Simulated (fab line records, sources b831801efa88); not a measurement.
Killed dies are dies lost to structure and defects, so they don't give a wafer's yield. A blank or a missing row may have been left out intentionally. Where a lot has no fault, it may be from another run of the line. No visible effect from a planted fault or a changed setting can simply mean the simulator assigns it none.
fab line records	flow gf180mcu	part 2 of 2: steps 25 to 32 of 32
record lots=5	wafers=15	lastDay=33
route steps=602 shown M3@428 V3@429 M4@456
lots that met no fault: from a run of the same line without faults
startH: hours from the record's opening day to when the first of the lot's shown wafers began	waitH: time in hours since the lot's previous step	" as in the row above	L1.1+2: several wafers, shown together as one row	- no value present, or no start provided	* or withheld: withheld	< > ~ a bound
route shown NAME@n: a module of which the file shows steps, and the number in the route of the first	usual: mean/standard deviation of fault-free wafers	same: alike in all rows	chamber/n: place in a boat	sites: readings site by site	_std_site: the standard deviation of these	_edge_site: mean of outer sites minus mean of inner sites	radiusMm: how far each site lies from the wafer's centre	mask NAME#n: copy n	behind: the most recent tool/chamber to have shaped the wafer	hold: the reason the lot was held/the length of the hold in hours/how it ended	device: whichever transistor did not switch (one of n, p or np)	end of line: the tests these same wafers got at the end of their route	a step given without rows: its recipe and nothing more	killed: not the wafer's yield, but the dies lost to structure and defects at the first sort	map: a wafer's dies, x killed, . not, _ none there
set.NAME: setting as actually run; set.NAME@STEP: the setting as run at that earlier step	model.NAME: the simulator's own value behind a step, which no gauge read
lots seen at some steps along the route; tables by step, rows by wafer
services: when a tool's chamber went out of use (startH, in hours from the record's first day, below 0 if earlier), for how many hours, and the reason
## steps
# step GF_V3_CVD_23
# recipe material=W	targetThkNm=350	timeS=104.9	tempC=400	pressureTorr=40
# usual heaterPowerW=867/68	susceptorTempC=400.03/0.21
lot.wafer	tool	chamber	startH	waitH	heaterPowerW	susceptorTempC
L078.3	cvdW-01	1	550.23	0.1	935	399.87
L078.4	"	0	"	"	915	400.01
L078.5	"	0	"	"	913	400.06
L086.1	cvdW-02	1	614.25	0.0	863	399.95
L086.2	"	0	"	"	767	400.18
L086.6	"	1	"	"	866	399.88
L091.1	cvdW-02	0	650.41	0.0	778	399.89
L091.2	"	1	"	"	860	400.08
L091.3	"	1	"	"	860	400.11
L093.2	cvdW-01	1	664.60	0.0	955	399.77
L093.4	"	1	"	"	947	400.44
L093.6	"	1	"	"	951	399.74
L094.2	cvdW-02	1	672.39	0.0	867	400.05
L094.3	"	1	"	"	875	399.83
L094.6	"	0	"	"	778	400.22
# step GF_V3_RS_MEAS_24
# recipe thkMeasGauge=four-point-probe	reads=W_of_V3_CVD_23+TiN_of_V3_SPUTTER_22+Ti_of_V3_SPUTTER_21
# usual V3_W_RS=0.3285/0.0028
lot.wafer	tool	chamber	startH	waitH	V3_W_RS[ohm/sq]
L078.3	filmMetro-02	-	550.35	0.1	0.3253
L078.4	"	-	"	"	0.3268
L078.5	"	-	"	"	0.3291
L086.1	filmMetro-01	-	614.36	0.1	0.3295
L086.2	"	-	"	"	0.3287
L086.6	"	-	"	"	0.3292
L091.1	filmMetro-01	-	650.52	0.1	0.3275
L091.2	"	-	"	"	0.3251
L091.3	"	-	"	"	0.3284
L093.2	filmMetro-01	-	664.73	0.1	0.3295
L093.4	"	-	"	"	0.3295
L093.6	"	-	"	"	0.3311
L094.2	filmMetro-02	-	672.52	0.1	0.3322
L094.3	"	-	"	"	0.3267
L094.6	"	-	"	"	0.3283
# step GF_V3_THK_MEAS_25
# recipe thkMeasGauge=xrf	reads=W_of_V3_CVD_23
# usual V3_W_THK=359/3.7
lot.wafer	tool	chamber	startH	waitH	V3_W_THK[nm]
L078.3	filmMetro-02	-	550.45	0.1	368
L078.4	"	-	"	"	362
L078.5	"	-	"	"	359
L086.1	filmMetro-01	-	614.48	0.1	359
L086.2	"	-	"	"	359
L086.6	"	-	"	"	356
L091.1	filmMetro-01	-	650.64	0.1	358
L091.2	"	-	"	"	358
L091.3	"	-	"	"	356
L093.2	filmMetro-01	-	664.84	0.1	356
L093.4	"	-	"	"	357
L093.6	"	-	"	"	354
L094.2	filmMetro-02	-	672.63	0.1	355
L094.3	"	-	"	"	361
L094.6	"	-	"	"	359
# step GF_V3_CMP_26
# recipe stopOn=SiO2	downForcePsi=3.5	platenRpm=60	tOverpolishS=15	targetThkNm=0	padVelocityMS=0.94248
# usual headPressurePsi=3.499/0.0078	motorCurrentA=10.8/1.2	overpolishRunS=15.000/0.0094	retainingRingPressureFrac=1.000/0.0048	timeToEndpointS=83/4.3
lot.wafer	tool	chamber	startH	waitH	headPressurePsi	motorCurrentA	overpolishRunS	retainingRingPressureFrac	timeToEndpointS
L078.3	cmp-02	2	550.54	0.1	3.497	12.0	15.002	1.004	82
L078.4	"	3	"	"	3.519	9.4	14.986	0.995	85
L078.5	"	2	"	"	3.497	11.5	15.010	0.997	83
L086.2	cmp-02	0	614.54	0.0	3.500	9.6	15.017	0.998	78
L086.1	"	2	"	"	3.500	10.9	14.997	0.998	82
L086.6	"	1	"	"	3.488	9.2	14.993	0.995	72
L091.1	cmp-01	3	650.70	0.1	3.511	12.1	15.010	0.994	81
L091.3	"	0	"	"	3.501	10.6	14.990	0.996	81
L091.2	"	1	"	"	3.497	11.7	15.005	1.000	80
L093.2	cmp-02	2	664.89	0.0	3.499	11.2	15.001	0.991	81
L093.4	"	1	"	"	3.514	9.1	14.993	1.000	74
L093.6	"	2	"	"	3.502	11.4	15.009	0.989	81
L094.2	cmp-01	2	672.68	0.0	3.500	12.1	14.998	1.006	86
L094.3	"	3	"	"	3.496	13.1	14.998	1.002	87
L094.6	"	2	"	"	3.513	10.9	15.019	1.002	89
# step GF_M4_SPUTTER_00
# recipe material=Ti	targetThkNm=37.5	arrivingIonEnergyEv=80	substrateTempC=200	chamberPressurePa=2	powerW=4000	timeS=150
# usual chamberPressurePa=2.000/0.0044	throttleValvePct=29.9/1.3
lot.wafer	tool	chamber	startH	waitH	chamberPressurePa	throttleValvePct
L078.3	pvdSputter-01	-	550.79	0.2	2.001	30.3
L078.4	"	-	"	"	1.994	32.6
L078.5	"	-	"	"	2.004	29.0
L086.1	pvdSputter-01	-	614.84	0.1	2.003	29.7
L086.2	"	-	"	"	2.000	30.0
L086.6	"	-	"	"	1.989	29.0
L091.1	pvdSputter-01	-	651.00	0.2	1.994	30.2
L091.2	"	-	"	"	1.995	32.6
L091.3	"	-	"	"	2.012	29.6
L093.2	pvdSputter-02	-	665.19	0.2	1.996	29.6
L093.4	"	-	"	"	1.999	31.7
L093.6	"	-	"	"	1.999	28.3
L094.2	pvdSputter-01	-	672.98	0.2	2.002	32.4
L094.3	"	-	"	"	1.999	29.0
L094.6	"	-	"	"	1.996	29.8
# step GF_M4_SPUTTER_01
# recipe material=TiN	targetThkNm=30	powerW=6695	timeS=25	chamberPressurePa=0.4
# usual chamberPressurePa=0.4000/0.00077	throttleValvePct=29.9/1.3
lot.wafer	tool	chamber	startH	waitH	chamberPressurePa	throttleValvePct
L078.3	pvdSputter-01	-	550.89	0.1	0.4017	29.9
L078.4	"	-	"	"	0.3991	32.6
L078.5	"	-	"	"	0.3999	28.8
L086.1	pvdSputter-01	-	614.94	0.1	0.4013	29.7
L086.2	"	-	"	"	0.4003	30.0
L086.6	"	-	"	"	0.3995	29.0
L091.1	pvdSputter-01	-	651.10	0.1	0.3990	30.4
L091.2	"	-	"	"	0.3990	32.5
L091.3	"	-	"	"	0.3987	29.6
L093.2	pvdSputter-02	-	665.29	0.1	0.3995	29.3
L093.4	"	-	"	"	0.3995	31.6
L093.6	"	-	"	"	0.4009	27.9
L094.2	pvdSputter-01	-	673.08	0.1	0.3977	32.5
L094.3	"	-	"	"	0.4001	29.0
L094.6	"	-	"	"	0.3999	29.9
# step GF_M4_SPUTTER_02
# recipe material=AlCu	targetThkNm=450	powerW=10600	timeS=23.9	chamberPressurePa=0.4
# usual chamberPressurePa=0.4000/0.00074	throttleValvePct=29.9/1.2
lot.wafer	tool	chamber	startH	waitH	chamberPressurePa	throttleValvePct
L078.3	pvdSputter-01	-	550.92	0.0	0.4009	30.1
L078.4	"	-	"	"	0.4008	32.7
L078.5	"	-	"	"	0.3998	29.0
L086.1	pvdSputter-01	-	614.97	0.0	0.3994	29.5
L086.2	"	-	"	"	0.4010	30.2
L086.6	"	-	"	"	0.4000	28.9
L091.1	pvdSputter-01	-	651.13	0.0	0.3983	30.0
L091.2	"	-	"	"	0.3997	32.5
L091.3	"	-	"	"	0.4012	29.6
L093.2	pvdSputter-02	-	665.32	0.0	0.3994	29.5
L093.4	"	-	"	"	0.4012	31.7
L093.6	"	-	"	"	0.3987	28.0
L094.2	pvdSputter-01	-	673.11	0.0	0.4004	32.5
L094.3	"	-	"	"	0.3996	29.2
L094.6	"	-	"	"	0.4000	30.2
# step GF_M4_SPUTTER_03
# recipe material=Ti	targetThkNm=10	substrateTempC=300	chamberPressurePa=0.3	powerW=3000	timeS=6.7
# usual chamberPressurePa=0.3001/0.00063	throttleValvePct=29.9/1.2
lot.wafer	tool	chamber	startH	waitH	chamberPressurePa	throttleValvePct
L078.3	pvdSputter-01	-	550.95	0.0	0.3003	30.3
L078.4	"	-	"	"	0.3007	32.4
L078.5	"	-	"	"	0.3004	29.1
L086.1	pvdSputter-01	-	615.00	0.0	0.3002	29.6
L086.2	"	-	"	"	0.2996	30.0
L086.6	"	-	"	"	0.3005	29.2
L091.1	pvdSputter-01	-	651.16	0.0	0.3006	30.1
L091.2	"	-	"	"	0.2994	32.6
L091.3	"	-	"	"	0.3007	29.6
L093.2	pvdSputter-02	-	665.35	0.0	0.3006	29.4
L093.4	"	-	"	"	0.2986	31.8
L093.6	"	-	"	"	0.3009	27.9
L094.2	pvdSputter-01	-	673.14	0.0	0.2999	32.4
L094.3	"	-	"	"	0.2995	28.8
L094.6	"	-	"	"	0.2994	30.0
## services
tool	chamber	startH	hours	kind
cmp-01	-	502.62	1.7	repair
rieDiel-04	-	506.67	0.9	repair
cmp-02	-	508.18	7.0	pm
krfScanner-02	-	511.48	1.0	pm
pvdSputter-01	-	523.33	1.2	repair
rieDiel-04	0	530.45	12.1	repair
rieDiel-01	-	535.24	0.9	repair
hdpcvd-01	-	539.25	15.0	pm
cmp-01	-	539.50	17.0	pm
pvdSputter-02	-	548.33	4.6	repair
rieDiel-04	-	557.58	0.9	repair
rieDiel-04	-	558.57	14.6	pm
cmp-01	-	572.00	4.0	pm
cmp-01	-	578.68	7.5	pm
pvdSputter-02	-	583.26	6.2	repair
cmp-01	-	587.20	0.4	repair
rieDiel-04	-	588.53	5.4	repair
pvdSputter-03	-	593.78	9.8	repair
rieDiel-04	2	604.18	1.2	repair
cmp-02	-	609.25	4.4	repair
pvdSputter-01	-	619.37	4.2	repair
rieDiel-01	-	622.19	1.2	repair
pvdSputter-01	-	629.73	3.0	repair
cmp-01	-	668.11	2.3	repair
